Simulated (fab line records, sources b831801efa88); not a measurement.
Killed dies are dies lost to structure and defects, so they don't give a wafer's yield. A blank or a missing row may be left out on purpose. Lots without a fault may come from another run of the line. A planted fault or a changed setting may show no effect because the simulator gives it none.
fab line records | flow gf180mcu
record lots=5 wafers=15 last_day=33
route steps=602 shown V4@487 MIM@503
lots that met no fault: from a run of the same line without faults
start_h: hours from the record's first day to the start of the lot's first wafer shown | wait_h: hours since the lot's step before | " the same as in the row above | L1.1+2: a row that stands for several wafers | - no value, or no start given | * or withheld: withheld | < > ~ a bound
route shown NAME@n: a module of which the file shows steps, and the number in the route of the first | usual: mean/standard deviation of fault-free wafers | same: alike in all rows | chamber/n: place in a boat | sites: the reading at each site | _std_site: their standard deviation | _edge_site: outer sites' mean less inner sites' | radius_mm: how far each site lies from the wafer's centre | mask NAME#n: copy n | behind: the tool/chamber that last shaped the wafer | hold: why the lot was held/for how many hours/how that ended | device: the transistor (n, p or np) that didn't switch | end of line: the same wafers' tests at the end of the route | a step without rows: its recipe alone | killed: dies lost to structure and defects at the first sort, not the wafer's yield | map: a wafer's dies, x killed, . not, _ none there
set.NAME: the setting as run; set.NAME@STEP: as run at that earlier step | model.NAME: the simulator's own value behind a step, which no gauge read
lots at some steps of the route; a table a step, a row a wafer
services: from which hour (start_h, from the record's first day; less than 0 if before it) a tool's chamber was out of use, for how many hours, and why
## steps
# step GF_V4_EXPOSE_11
# recipe mask_id=Via4 target_cd_nm=260 na=0.68 source_shape=conventional sigma_outer=0.6 dose_mj=38
# columns lot.wafer tool chamber start_h wait_h mask
L080.1+4+6 krf_scanner-02 0 - - Via4#0
L085.1+2+3 krf_scanner-01 0 - - Via4#0
L088.1+4+5 krf_scanner-01 0 - - Via4#0
L090.3+5+6 krf_scanner-01 0 - - Via4#0
L093.1+4+6 krf_scanner-02 0 - - Via4#0
# step GF_V4_PEB_12
# recipe peb_temp_c=135 peb_time_s=90 resist=KrF
# usual chill_plate_temp_C=22.98/0.11
# columns lot.wafer tool chamber start_h wait_h chill_plate_temp_C
L080.1 litho_track-03 0 - - 23.06
L080.4 " 0 " " 23.10
L080.6 " 0 " " 23.09
L085.1 litho_track-01 0 - - 23.09
L085.2 " 0 " " 23.30
L085.3 " 0 " " 23.24
L088.1 litho_track-03 0 - - 22.94
L088.4 " 0 " " 23.11
L088.5 " 0 " " 22.93
L090.3 litho_track-02 0 - - 22.86
L090.5 " 0 " " 22.98
L090.6 " 0 " " 22.97
L093.1 litho_track-01 0 - - 23.03
L093.4 " 0 " " 22.99
L093.6 " 0 " " 23.14
# step GF_V4_DEVELOP_13
# recipe develop_time_s=60 resist=KrF dev_temp_c=21
# usual chill_plate_temp_C=23.00/0.1
# columns lot.wafer tool chamber start_h wait_h chill_plate_temp_C
L080.1 litho_track-03 0 606.06 0.2 22.98
L080.4 " 0 " " 23.19
L080.6 " 0 " " 23.08
L085.1 litho_track-01 0 660.01 0.2 23.11
L085.2 " 0 " " 22.99
L085.3 " 0 " " 23.11
L088.1 litho_track-03 0 677.51 0.2 22.98
L088.4 " 0 " " 22.99
L088.5 " 0 " " 22.83
L090.3 litho_track-02 0 689.71 0.1 22.97
L090.5 " 0 " " 23.06
L090.6 " 0 " " 23.04
L093.1 litho_track-01 0 711.36 0.2 22.99
L093.4 " 0 " " 22.92
L093.6 " 0 " " 22.89
# step GF_V4_CD_MEAS_14
# recipe target_cd_nm=260
# usual cd_nm=260.1/1.2
# columns lot.wafer tool chamber start_h wait_h cd_nm
L080.1 cd_sem-01 - 606.21 0.1 261.9
L080.4 " - " " 259.8
L080.6 " - " " 260.8
L085.1 cd_sem-02 - 660.16 0.1 262.4
L085.2 " - " " 262.1
L085.3 " - " " 261.9
L088.1 cd_sem-02 - 677.66 0.1 262.3
L088.4 " - " " 260.7
L088.5 " - " " 261.5
L090.3 cd_sem-02 - 689.85 0.1 259.4
L090.5 " - " " 258.8
L090.6 " - " " 259.5
L093.1 cd_sem-02 - 711.51 0.1 259.6
L093.4 " - " " 260.0
L093.6 " - " " 259.2
# step GF_V4_OVL_MEAS_15
# usual V4_OVL=0/5.2
# columns lot.wafer tool chamber start_h wait_h V4_OVL[nm]
L080.1 overlay-02 - 606.33 0.1 -9
L080.4 " - " " -2
L080.6 " - " " -5
L085.1 overlay-02 - 660.28 0.1 -3
L085.2 " - " " -11
L085.3 " - " " -10
L088.1 overlay-01 - 677.78 0.1 1
L088.4 " - " " 3
L088.5 " - " " 2
L090.3 overlay-01 - 689.94 0.1 4
L090.5 " - " " 4
L090.6 " - " " 2
L093.1 overlay-01 - 711.63 0.1 3
L093.4 " - " " 1
L093.6 " - " " 4
# step GF_V4_ETCH_16
# recipe chemistry=N2/H2 target_depth_a=withheld overetch_a=withheld time_s=withheld target=BARC ion_energy_ev=200 source_w=500 bias_w=100 pressure_mtorr=30 n2_flow_sccm=100 h2_flow_sccm=200
# usual drypump_motor_current_A=5.6/0.31 oes_product_au=0.854/0.0044 throttle_valve_pct=13.225/0.0089
# columns lot.wafer tool chamber start_h wait_h drypump_motor_current_A oes_product_au throttle_valve_pct
L080.1 rie_diel-03 1 606.37 0.0 5.4 0.854 13.230
L080.4 " 3 " " 5.9 0.852 13.231
L080.6 " 0 " " 5.5 0.861 13.235
L085.1 rie_diel-02 2 660.31 0.0 5.8 0.854 13.248
L085.2 " 3 " " 5.6 0.862 13.223
L085.3 " 0 " " 5.2 0.855 13.240
L088.1 rie_diel-02 0 677.81 0.0 5.2 0.851 13.232
L088.4 " 3 " " 5.6 0.856 13.233
L088.5 " 2 " " 5.7 0.851 13.223
L090.3 rie_diel-03 1 689.96 0.0 5.4 0.856 13.250
L090.5 " 1 " " 5.4 0.851 13.225
L090.6 " 2 " " 5.6 0.859 13.217
L093.1 rie_diel-02 2 711.66 0.0 5.7 0.851 13.215
L093.4 " 1 " " 6.1 0.852 13.215
L093.6 " 3 " " 5.7 0.862 13.229
# step GF_V4_ETCH_17
# recipe chemistry=C4F8/O2/Ar mask_material=KrF target=SiO2 stop_on=TiN source_w=1500 bias_w=1200 pressure_mtorr=40 c4f8_flow_sccm=withheld O2_flow_sccm=6 Ar_flow_sccm=300 time_s=withheld target_depth_a=6300
# usual oes_product_au=0.856/0.0044
# columns lot.wafer tool chamber start_h wait_h oes_product_au
L080.1 rie_diel-03 1 - - 0.857
L080.4 " 3 " " 0.854
L080.6 " 0 " " 0.851
L085.1 rie_diel-02 2 - - 0.864
L085.2 " 3 " " 0.855
L085.3 " 0 " " 0.857
L088.1 rie_diel-02 0 - - 0.860
L088.4 " 3 " " 0.854
L088.5 " 2 " " 0.857
L090.3 rie_diel-03 1 - - 0.857
L090.5 " 1 " " 0.861
L090.6 " 2 " " 0.854
L093.1 rie_diel-02 2 - - 0.858
L093.4 " 1 " " 0.858
L093.6 " 3 " " 0.855
# step GF_V4_STRIP_18
# recipe chemistry=O2/N2 power_w=1400 pressure_mtorr=1500 platen_temp_c=250 o2_flow_sccm=3000 n2_flow_sccm=300 overash_fraction=0.5
# usual drypump_motor_current_A=5.4/0.31 heater_power_w=346/29 oes_product_au=0.592/0.0046
# columns lot.wafer tool chamber start_h wait_h drypump_motor_current_A heater_power_w oes_product_au rf_hours_counter_h
L080.1 plasma_asher-04 1 606.49 - 5.2 369 0.583 55
L080.4 " 0 " " 5.7 310 0.586 -
L080.6 " 1 " " 5.2 375 0.601 -
L085.1 plasma_asher-01 0 660.44 - 5.7 379 0.600 100
L085.2 " 1 " " 5.2 330 0.593 100
L085.3 " 1 " " 5.2 323 0.599 -
L088.1 plasma_asher-02 1 677.94 - 5.6 352 0.593 91
L088.4 " 1 " " 5.6 343 0.593 -
L088.5 " 1 " " 5.6 350 0.593 -
L090.3 plasma_asher-01 1 690.13 - 5.3 327 0.588 -
L090.5 " 1 " " 5.3 332 0.587 -
L090.6 " 0 " " 5.7 374 0.584 -
L093.1 plasma_asher-02 1 711.79 - 5.6 358 0.597 94
L093.4 " 1 " " 5.6 355 0.592 -
L093.6 " 1 " " 5.6 349 0.592 -
# step GF_V4_STRIP_19
# recipe chemistry=post_etch_residue_remover time_s=1200 temp_c=72.5
# usual temp_c=72.50/0.12
# columns lot.wafer tool chamber start_h wait_h temp_c
L080.1 wet_bench-02 1 606.59 0.1 72.31
L080.4 " 1 " " 72.44
L080.6 " 1 " " 72.24
L085.1 wet_bench-03 3 660.54 0.1 72.47
L085.2 " 3 " " 72.40
L085.3 " 3 " " 72.26
L088.1 wet_bench-03 0 678.04 0.1 72.58
L088.4 " 0 " " 72.46
L088.5 " 0 " " 72.41
L090.3 wet_bench-02 2 690.19 0.0 72.48
L090.5 " 2 " " 72.41
L090.6 " 2 " " 72.22
L093.1 wet_bench-03 3 711.89 0.1 72.47
L093.4 " 3 " " 72.52
L093.6 " 3 " " 72.37
# step GF_V4_CLEAN_20
# recipe chemistry=DIW dry=n2_spin
# columns lot.wafer tool chamber start_h wait_h
L080.1+4+6 wet_bench-04 1 606.94 0.0
L085.1+2+3 wet_bench-02 1 660.91 0.0
L088.1+4+5 wet_bench-04 3 678.39 0.0
L090.3+5+6 wet_bench-03 1 690.53 0.0
L093.1+4+6 wet_bench-04 0 712.57 0.0
# step GF_V4_SPUTTER_21
# recipe material=Ti target_thk_nm=15 chamber_pressure_pa=5 power_w=2500 substrate_temp_c=200 time_s=80.02
# usual throttle_valve_pct=29.9/1.3
# columns lot.wafer tool chamber start_h wait_h throttle_valve_pct
L080.1 pvd_sputter-04 - 607.03 0.0 29.1
L080.4 " - " " 28.8
L080.6 " - " " 30.7
L085.1 pvd_sputter-02 - 661.01 0.0 29.8
L085.2 " - " " 31.0
L085.3 " - " " 29.7
L088.1 pvd_sputter-02 - 678.49 0.0 31.2
L088.4 " - " " 30.1
L088.5 " - " " 30.7
L090.3 pvd_sputter-02 - 690.63 0.0 29.4
L090.5 " - " " 29.8
L090.6 " - " " 31.0
L093.1 pvd_sputter-04 - 712.67 0.0 29.1
L093.4 " - " " 31.0
L093.6 " - " " 28.8
# step GF_V4_SPUTTER_22
# recipe material=TiN target_thk_nm=10 chamber_pressure_pa=5 power_w=4000 time_s=40
# usual throttle_valve_pct=29.9/1.3
# columns lot.wafer tool chamber start_h wait_h throttle_valve_pct
L080.1 pvd_sputter-04 - 607.09 0.0 28.9
L080.4 " - " " 28.9
L080.6 " - " " 30.6
L085.1 pvd_sputter-02 - 661.07 0.0 30.1
L085.2 " - " " 30.7
L085.3 " - " " 29.6
L088.1 pvd_sputter-02 - 678.55 0.0 31.0
L088.4 " - " " 29.7
L088.5 " - " " 31.0
L090.3 pvd_sputter-02 - 690.69 0.0 29.4
L090.5 " - " " 29.9
L090.6 " - " " 31.0
L093.1 pvd_sputter-04 - 712.73 0.0 29.0
L093.4 " - " " 30.5
L093.6 " - " " 29.0
# step GF_V4_CVD_23
# recipe material=W target_thk_nm=350 time_s=104.9 temp_c=400 pressure_torr=40
# usual heater_power_w=908/54 susceptor_temp_C=399.99/0.2
# columns lot.wafer tool chamber start_h wait_h heater_power_w since_wet_clean_h susceptor_temp_C
L080.1 cvd_w-02 1 607.13 0.0 962 703 399.69
L080.4 " 1 " " 960 - 399.69
L080.6 " 0 " " 843 - 400.14
L085.1 cvd_w-02 1 661.11 0.0 961 757 399.85
L085.2 " 0 " " 831 757 400.25
L085.3 " 1 " " 973 - 399.75
L088.1 cvd_w-01 1 678.59 0.0 952 275 400.11
L088.4 " 0 " " 861 - 399.87
L088.5 " 0 " " 878 - 399.99
L090.3 cvd_w-02 0 690.76 0.1 833 - 399.88
L090.5 " 0 " " 822 - 400.11
L090.6 " 1 " " 955 - 400.07
L093.1 cvd_w-01 1 712.78 0.0 937 309 400.12
L093.4 " 1 " " 951 - 399.75
L093.6 " 0 " " 908 - 400.02
# step GF_V4_RS_MEAS_24
# recipe thk_meas_gauge=four-point-probe reads=W_of_V4_CVD_23+TiN_of_V4_SPUTTER_22+Ti_of_V4_SPUTTER_21
# usual V4_W_RS=0.327/0.0033
# columns lot.wafer tool chamber start_h wait_h V4_W_RS[ohm/sq]
L080.1 film_metro-03 - 607.24 0.1 0.323
L080.4 " - " " 0.326
L080.6 " - " " 0.325
L085.1 film_metro-01 - 661.22 0.1 0.324
L085.2 " - " " 0.328
L085.3 " - " " 0.322
L088.1 film_metro-04 - 678.70 0.1 0.327
L088.4 " - " " 0.332
L088.5 " - " " 0.329
L090.3 film_metro-03 - 690.88 0.1 0.332
L090.5 " - " " 0.334
L090.6 " - " " 0.328
L093.1 film_metro-03 - 712.89 0.1 0.327
L093.4 " - " " 0.326
L093.6 " - " " 0.329
# step GF_V4_THK_MEAS_25
# recipe thk_meas_gauge=xrf reads=W_of_V4_CVD_23
# usual V4_W_THK=357/4.4
# columns lot.wafer tool chamber start_h wait_h V4_W_THK[nm]
L080.1 film_metro-03 - 607.36 0.1 361
L080.4 " - " " 358
L080.6 " - " " 360
L085.1 film_metro-01 - 661.34 0.1 359
L085.2 " - " " 354
L085.3 " - " " 363
L088.1 film_metro-04 - 678.82 0.1 355
L088.4 " - " " 353
L088.5 " - " " 353
L090.3 film_metro-03 - 690.98 0.1 357
L090.5 " - " " 357
L090.6 " - " " 363
L093.1 film_metro-03 - 713.01 0.1 363
L093.4 " - " " 364
L093.6 " - " " 361
# step GF_V4_CMP_26
# recipe stop_on=SiO2 down_force_psi=3.5 platen_rpm=60 t_overpolish_s=15 target_thk_nm=0 pad_velocity_m_s=0.94248
# usual motor_current_A=10.6/0.93 overpolish_run_s=15.000/0.0093 time_to_endpoint_s=85/4.6
# columns lot.wafer tool chamber start_h wait_h motor_current_A overpolish_run_s time_to_endpoint_s
L080.4 cmp-02 2 607.47 0.1 9.6 15.013 87
L080.1 " 0 " " 10.1 14.980 88
L080.6 " 2 " " 9.6 14.982 86
L085.2 cmp-02 1 661.40 0.0 11.2 15.001 86
L085.3 " 2 " " 9.2 14.996 91
L085.1 " 3 " " 10.0 14.995 86
L088.1 cmp-01 1 678.88 0.1 12.1 14.998 84
L088.4 " 3 " " 9.8 14.999 86
L088.5 " 1 " " 11.6 14.991 84
L090.3 cmp-01 0 691.12 0.1 10.6 14.987 76
L090.6 " 2 " " 11.5 15.007 83
L090.5 " 3 " " 9.4 14.990 78
L093.4 cmp-01 0 713.12 0.1 10.0 15.008 76
L093.1 " 2 " " 11.2 15.007 84
L093.6 " 0 " " 10.0 14.989 77
# step GF_MIM_SPUTTER_00
# recipe material=Ti target_thk_nm=37.5 arriving_ion_energy_ev=80 substrate_temp_c=200 chamber_pressure_pa=2 power_w=4000 time_s=150
# usual throttle_valve_pct=29.6/1.2
# columns lot.wafer tool chamber start_h wait_h throttle_valve_pct
L080.1 pvd_sputter-03 - 607.72 0.1 30.4
L080.4 " - " " 30.4
L080.6 " - " " 29.2
L085.1 pvd_sputter-04 - 661.70 0.1 28.7
L085.2 " - " " 30.9
L085.3 " - " " 29.2
L088.1 pvd_sputter-04 - 679.18 0.2 29.1
L088.4 " - " " 29.1
L088.5 " - " " 29.2
L090.3 pvd_sputter-03 - 691.32 0.1 28.5
L090.5 " - " " 28.9
L090.6 " - " " 28.5
L093.1 pvd_sputter-03 - 713.37 0.1 28.8
L093.4 " - " " 28.8
L093.6 " - " " 28.5
# step GF_MIM_SPUTTER_01
# recipe material=TiN target_thk_nm=30 power_w=6500 time_s=25 chamber_pressure_pa=0.4
# usual throttle_valve_pct=29.6/1.3
# columns lot.wafer tool chamber start_h wait_h throttle_valve_pct
L080.1 pvd_sputter-03 - 607.82 0.1 30.4
L080.4 " - " " 30.7
L080.6 " - " " 29.1
L085.1 pvd_sputter-04 - 661.80 0.1 28.9
L085.2 " - " " 30.7
L085.3 " - " " 29.2
L088.1 pvd_sputter-04 - 679.28 0.1 29.0
L088.4 " - " " 29.1
L088.5 " - " " 29.0
L090.3 pvd_sputter-03 - 691.42 0.1 28.7
L090.5 " - " " 29.1
L090.6 " - " " 28.6
L093.1 pvd_sputter-03 - 713.47 0.1 28.8
L093.4 " - " " 28.7
L093.6 " - " " 28.6
# step GF_MIM_SPUTTER_02
# recipe material=AlCu target_thk_nm=450 power_w=10600 time_s=23.9 chamber_pressure_pa=0.4
# usual throttle_valve_pct=29.6/1.2
# columns lot.wafer tool chamber start_h wait_h throttle_valve_pct
L080.1 pvd_sputter-03 - 607.85 0.0 30.7
L080.4 " - " " 30.6
L080.6 " - " " 29.2
L085.1 pvd_sputter-04 - 661.83 0.0 28.8
L085.2 " - " " 31.0
L085.3 " - " " 29.2
L088.1 pvd_sputter-04 - 679.31 0.0 28.9
L088.4 " - " " 29.1
L088.5 " - " " 29.0
L090.3 pvd_sputter-03 - 691.45 0.0 28.6
L090.5 " - " " 28.9
L090.6 " - " " 28.5
L093.1 pvd_sputter-03 - 713.50 0.0 29.0
L093.4 " - " " 29.0
L093.6 " - " " 28.8
# step GF_MIM_SPUTTER_03
# recipe material=Ti target_thk_nm=10 substrate_temp_c=300 chamber_pressure_pa=0.3 power_w=3000 time_s=6.7
# usual throttle_valve_pct=29.6/1.3
# columns lot.wafer tool chamber start_h wait_h throttle_valve_pct
L080.1 pvd_sputter-03 - 607.88 0.0 30.4
L080.4 " - " " 30.3
L080.6 " - " " 29.1
L085.1 pvd_sputter-04 - 661.86 0.0 28.7
L085.2 " - " " 30.6
L085.3 " - " " 29.3
L088.1 pvd_sputter-04 - 679.34 0.0 29.1
L088.4 " - " " 29.1
L088.5 " - " " 29.2
L090.3 pvd_sputter-03 - 691.48 0.0 28.8
L090.5 " - " " 29.2
L090.6 " - " " 28.4
L093.1 pvd_sputter-03 - 713.53 0.0 28.7
L093.4 " - " " 28.9
L093.6 " - " " 28.5
# step GF_MIM_SPUTTER_04
# recipe material=TiN target_thk_nm=50 power_w=6500 time_s=41.7 chamber_pressure_pa=0.4
# usual throttle_valve_pct=29.6/1.3
# columns lot.wafer tool chamber start_h wait_h throttle_valve_pct
L080.1 pvd_sputter-03 - 607.90 0.0 30.6
L080.4 " - " " 30.5
L080.6 " - " " 29.0
L085.1 pvd_sputter-04 - 661.88 0.0 28.7
L085.2 " - " " 30.7
L085.3 " - " " 29.4
L088.1 pvd_sputter-04 - 679.36 0.0 29.1
L088.4 " - " " 29.2
L088.5 " - " " 28.8
L090.3 pvd_sputter-03 - 691.50 0.0 28.7
L090.5 " - " " 29.0
L090.6 " - " " 28.7
L093.1 pvd_sputter-03 - 713.55 0.0 28.6
L093.4 " - " " 29.1
L093.6 " - " " 28.6
# step GF_MIM_CVD_05
# recipe material=Si3N4 target_thk_nm=42 temp_max_c=400 temp_c=385 time_s=29.086 rf_w=450
# usual heater_power_w=682/87 susceptor_temp_C=384.99/0.2
# columns lot.wafer tool chamber start_h wait_h heater_power_w since_wet_clean_h susceptor_temp_C
L080.1 pecvd-01 1 607.94 0.0 708 642 384.87
L080.4 " 2 " " 620 - 385.02
L080.6 " 1 " " 717 - 384.83
L085.1 pecvd-02 0 661.92 0.0 620 487 384.56
L085.2 " 1 " " 670 487 385.10
L085.3 " 2 " " 668 487 385.12
L088.1 pecvd-01 0 679.40 0.0 836 713 385.22
L088.4 " 1 " " 717 - 384.81
L088.5 " 0 " " 834 - 385.23
L090.3 pecvd-02 0 691.54 0.0 602 517 385.00
L090.5 " 0 " " 592 - 384.93
L090.6 " 1 " " 590 - 385.01
L093.1 pecvd-02 2 713.59 0.0 720 539 384.98
L093.4 " 2 " " 703 - 384.76
L093.6 " 0 " " 631 - 385.22
# step GF_MIM_THK_MEAS_06
# recipe reads=Si3N4_of_MIM_CVD_05
# usual MIM_CVD_05_THK=41.9/0.56
# columns lot.wafer tool chamber start_h wait_h MIM_CVD_05_THK[nm]
L080.1 film_metro-02 - 607.97 0.0 41.4
L080.4 " - " " 42.4
L080.6 " - " " 42.1
L085.1 film_metro-01 - 661.95 0.0 42.5
L085.2 " - " " 42.4
L085.3 " - " " 41.8
L088.1 film_metro-01 - 679.43 0.0 41.7
L088.4 " - " " 41.6
L088.5 " - " " 41.3
L090.3 film_metro-02 - 691.59 0.0 41.5
L090.5 " - " " 42.3
L090.6 " - " " 42.5
L093.1 film_metro-03 - 713.62 0.0 42.4
L093.4 " - " " 42.8
L093.6 " - " " 43.0
# step GF_MIM_SPUTTER_07
# recipe material=TiN target_thk_nm=60 power_w=6500 time_s=50 chamber_pressure_pa=0.4
# usual throttle_valve_pct=29.6/1.4
# columns lot.wafer tool chamber start_h wait_h throttle_valve_pct
L080.1 pvd_sputter-01 - 608.03 0.1 30.6
L080.4 " - " " 30.3
L080.6 " - " " 27.1
L085.1 pvd_sputter-03 - 662.01 0.1 28.7
L085.2 " - " " 29.2
L085.3 " - " " 30.5
L088.1 pvd_sputter-03 - 679.49 0.1 28.7
L088.4 " - " " 30.5
L088.5 " - " " 30.5
L090.3 pvd_sputter-01 - 691.63 0.0 32.3
L090.5 " - " " 30.2
L090.6 " - " " 30.9
L093.1 pvd_sputter-04 - 713.68 0.1 29.1
L093.4 " - " " 29.3
L093.6 " - " " 28.9
# step GF_MIM_SPUTTER_08
# recipe material=AlCu target_thk_nm=200 power_w=10600 time_s=10.6 chamber_pressure_pa=0.4
# usual throttle_valve_pct=29.6/1.4
# columns lot.wafer tool chamber start_h wait_h throttle_valve_pct
L080.1 pvd_sputter-01 - 608.08 0.0 30.9
L080.4 " - " " 30.3
L080.6 " - " " 27.0
L085.1 pvd_sputter-03 - 662.06 0.0 28.9
L085.2 " - " " 29.1
L085.3 " - " " 30.8
L088.1 pvd_sputter-03 - 679.54 0.0 28.9
L088.4 " - " " 30.7
L088.5 " - " " 30.4
L090.3 pvd_sputter-01 - 691.68 0.0 32.7
L090.5 " - " " 30.4
L090.6 " - " " 30.7
L093.1 pvd_sputter-04 - 713.73 0.0 29.3
L093.4 " - " " 29.2
L093.6 " - " " 28.8
# step GF_MIM_SPUTTER_09
# recipe material=TiN target_thk_nm=35 power_w=6500 time_s=29.2 chamber_pressure_pa=0.4
# usual throttle_valve_pct=29.7/1.4
# columns lot.wafer tool chamber start_h wait_h throttle_valve_pct
L080.1 pvd_sputter-01 - 608.10 0.0 30.7
L080.4 " - " " 30.3
L080.6 " - " " 26.8
L085.1 pvd_sputter-03 - 662.08 0.0 28.8
L085.2 " - " " 29.1
L085.3 " - " " 30.4
L088.1 pvd_sputter-03 - 679.56 0.0 28.8
L088.4 " - " " 30.7
L088.5 " - " " 30.6
L090.3 pvd_sputter-01 - 691.70 0.0 32.5
L090.5 " - " " 30.2
L090.6 " - " " 31.2
L093.1 pvd_sputter-04 - 713.76 0.0 28.8
L093.4 " - " " 28.9
L093.6 " - " " 28.8
# step GF_MIM_RS_MEAS_10
# recipe thk_meas_gauge=four-point-probe reads=TiN_of_MIM_SPUTTER_09+AlCu_of_MIM_SPUTTER_08+TiN_of_MIM_SPUTTER_07
# usual MIM_ALCU_RS=0.1611/0.0018
# columns lot.wafer tool chamber start_h wait_h MIM_ALCU_RS[ohm/sq]
L080.1 film_metro-02 - 608.13 0.0 0.1600
L080.4 " - " " 0.1585
L080.6 " - " " 0.1582
L085.1 film_metro-03 - 662.11 0.0 0.1613
L085.2 " - " " 0.1630
L085.3 " - " " 0.1634
L088.1 film_metro-03 - 679.59 0.0 0.1601
L088.4 " - " " 0.1637
L088.5 " - " " 0.1635
L090.3 film_metro-02 - 691.77 0.1 0.1622
L090.5 " - " " 0.1581
L090.6 " - " " 0.1603
L093.1 film_metro-01 - 713.80 0.0 0.1638
L093.4 " - " " 0.1645
L093.6 " - " " 0.1629
# step GF_MIM_THK_MEAS_11
# recipe thk_meas_gauge=xrf reads=AlCu_of_MIM_SPUTTER_08
# usual MIM_ALCU_THK=199.5/2
# columns lot.wafer tool chamber start_h wait_h MIM_ALCU_THK[nm]
L080.1 film_metro-02 - 608.25 0.1 200.5
L080.4 " - " " 200.5
L080.6 " - " " 202.3
L085.1 film_metro-03 - 662.23 0.1 198.9
L085.2 " - " " 197.1
L085.3 " - " " 196.7
L088.1 film_metro-03 - 679.71 0.1 200.2
L088.4 " - " " 197.1
L088.5 " - " " 196.9
L090.3 film_metro-02 - 691.87 0.1 197.4
L090.5 " - " " 201.3
L090.6 " - " " 198.9
L093.1 film_metro-01 - 713.92 0.1 196.8
L093.4 " - " " 197.4
L093.6 " - " " 197.6
# step GF_MIM_DEHYDRATE_12
# recipe temp_c=200 time_s=60
# usual chill_plate_temp_C=22.99/0.1
# columns lot.wafer tool chamber start_h wait_h chill_plate_temp_C
L080.1 litho_track-03 0 618.16 9.9 22.87
L080.4 " 0 " " 22.75
L080.6 " 0 " " 22.86
L085.1 litho_track-02 0 671.41 9.2 23.01
L085.2 " 0 " " 23.08
L085.3 " 0 " " 23.11
L088.1 litho_track-04 0 688.16 8.4 22.98
L088.4 " 0 " " 23.13
L088.5 " 0 " " 23.25
L090.3 litho_track-03 0 700.31 8.4 22.98
L090.5 " 0 " " 23.07
L090.6 " 0 " " 23.10
L093.1 litho_track-04 0 721.76 7.8 23.15
L093.4 " 0 " " 23.16
L093.6 " 0 " " 23.12
# step GF_MIM_HMDS_13
# recipe prime_time_s=60 prime_temp_c=120
# usual chill_plate_temp_C=22.99/0.099
# columns lot.wafer tool chamber start_h wait_h chill_plate_temp_C
L080.1 litho_track-03 0 618.31 0.1 22.82
L080.4 " 0 " " 22.97
L080.6 " 0 " " 22.90
L085.1 litho_track-02 0 671.56 0.1 22.99
L085.2 " 0 " " 22.98
L085.3 " 0 " " 22.98
L088.1 litho_track-04 0 688.31 0.1 23.04
L088.4 " 0 " " 23.06
L088.5 " 0 " " 23.10
L090.3 litho_track-03 0 700.46 0.1 22.93
L090.5 " 0 " " 23.07
L090.6 " 0 " " 22.91
L093.1 litho_track-04 0 721.91 0.1 23.05
L093.4 " 0 " " 23.14
L093.6 " 0 " " 23.06
# step GF_MIM_COAT_14
# recipe resist=NOVOLAK spin_rpm=3000 resist_thk_nm=1000
# usual chill_plate_temp_C=23.00/0.097
# columns lot.wafer tool chamber start_h wait_h chill_plate_temp_C
L080.1 litho_track-03 0 618.46 0.1 23.08
L080.4 " 0 " " 23.01
L080.6 " 0 " " 23.01
L085.1 litho_track-02 0 671.71 0.1 22.90
L085.2 " 0 " " 22.93
L085.3 " 0 " " 22.92
L088.1 litho_track-04 0 688.46 0.1 23.00
L088.4 " 0 " " 23.01
L088.5 " 0 " " 22.80
L090.3 litho_track-03 0 700.61 0.1 23.14
L090.5 " 0 " " 23.16
L090.6 " 0 " " 23.16
L093.1 litho_track-04 0 722.06 0.1 22.94
L093.4 " 0 " " 23.06
L093.6 " 0 " " 23.16
# step GF_MIM_SOFTBAKE_15
# recipe temp_c=90 time_s=60 resist=NOVOLAK
# usual chill_plate_temp_C=23.01/0.099
# columns lot.wafer tool chamber start_h wait_h chill_plate_temp_C
L080.1 litho_track-03 0 618.61 0.1 22.96
L080.4 " 0 " " 23.02
L080.6 " 0 " " 22.99
L085.1 litho_track-02 0 671.86 0.1 23.00
L085.2 " 0 " " 22.92
L085.3 " 0 " " 22.96
L088.1 litho_track-04 0 688.61 0.1 22.89
L088.4 " 0 " " 22.98
L088.5 " 0 " " 22.96
L090.3 litho_track-03 0 700.76 0.1 23.17
L090.5 " 0 " " 23.12
L090.6 " 0 " " 23.01
L093.1 litho_track-04 0 722.21 0.1 23.09
L093.4 " 0 " " 23.11
L093.6 " 0 " " 22.91
# step GF_MIM_EXPOSE_16
# recipe mask_id=FuseTop target_cd_nm=2000 na=0.6 source_shape=conventional sigma_outer=0.6 dose_mj=140
# columns lot.wafer tool chamber start_h wait_h mask
L080.1+4+6 iline_stepper-01 0 - - FuseTop#0
L085.1+2+3 iline_stepper-02 0 - - FuseTop#0
L088.1+4+5 iline_stepper-01 0 - - FuseTop#0
L090.3+5+6 iline_stepper-02 0 - - FuseTop#0
L093.1+4+6 iline_stepper-01 0 - - FuseTop#0
# step GF_MIM_PEB_17
# recipe temp_c=withheld time_s=* resist=NOVOLAK
# usual chill_plate_temp_C=*
# columns lot.wafer tool chamber start_h wait_h chill_plate_temp_C
L080.1 litho_track-04 0 - - *
L080.4 " 0 " " *
L080.6 " 0 " " *
L085.1 litho_track-03 0 - - *
L085.2 " 0 " " *
L085.3 " 0 " " *
L088.1 litho_track-04 0 - - *
L088.4 " 0 " " *
L088.5 " 0 " " *
L090.3 litho_track-03 0 - - *
L090.5 " 0 " " *
L090.6 " 0 " " *
L093.1 litho_track-03 0 - - *
L093.4 " 0 " " *
L093.6 " 0 " " *
# step GF_MIM_DEVELOP_18
# recipe develop_time_s=60 dev_temp_c=23
# usual chill_plate_temp_C=22.99/0.11
# columns lot.wafer tool chamber start_h wait_h chill_plate_temp_C
L080.1 litho_track-04 0 628.77 0.1 23.01
L080.4 " 0 " " 22.90
L080.6 " 0 " " 22.91
L085.1 litho_track-03 0 680.96 0.1 22.90
L085.2 " 0 " " 22.96
L085.3 " 0 " " 23.11
L088.1 litho_track-04 0 697.61 0.1 22.83
L088.4 " 0 " " 22.91
L088.5 " 0 " " 23.05
L090.3 litho_track-03 0 710.11 0.1 23.09
L090.5 " 0 " " 23.11
L090.6 " 0 " " 23.04
L093.1 litho_track-03 0 730.86 0.1 23.11
L093.4 " 0 " " 23.19
L093.6 " 0 " " 23.17
## services
# columns tool chamber start_h hours kind
cmp-01 - 572.15 4.0 pm
krf_scanner-02 - 572.27 4.4 pm
krf_scanner-02 - 582.79 1.3 pm
rie_diel-02 0 585.29 1.2 repair
krf_scanner-01 - 586.14 0.8 pm
plasma_asher-01 - 589.20 0.7 repair
rie_diel-02 2 589.47 14.7 repair
krf_scanner-02 - 594.07 1.2 repair
krf_scanner-01 - 629.92 5.3 repair
krf_scanner-01 - 640.13 0.9 repair
krf_scanner-01 - 643.18 0.9 repair
rie_diel-03 - 643.55 0.5 repair
cvd_w-02 1 646.33 9.5 repair
krf_scanner-01 - 646.97 1.3 pm
rie_diel-02 - 652.81 0.4 repair
cmp-01 - 658.91 1.4 repair
krf_scanner-01 - 675.17 1.0 pm
krf_scanner-01 - 681.39 1.3 repair
pecvd-02 - 694.62 2.8 pm
cvd_w-02 0 700.40 3.0 repair
iline_stepper-01 - 704.72 9.0 repair
pvd_sputter-03 - 716.71 14.6 repair
rie_diel-03 2 719.39 6.3 repair
rie_diel-03 0 729.21 2.7 repair
## key
fault none
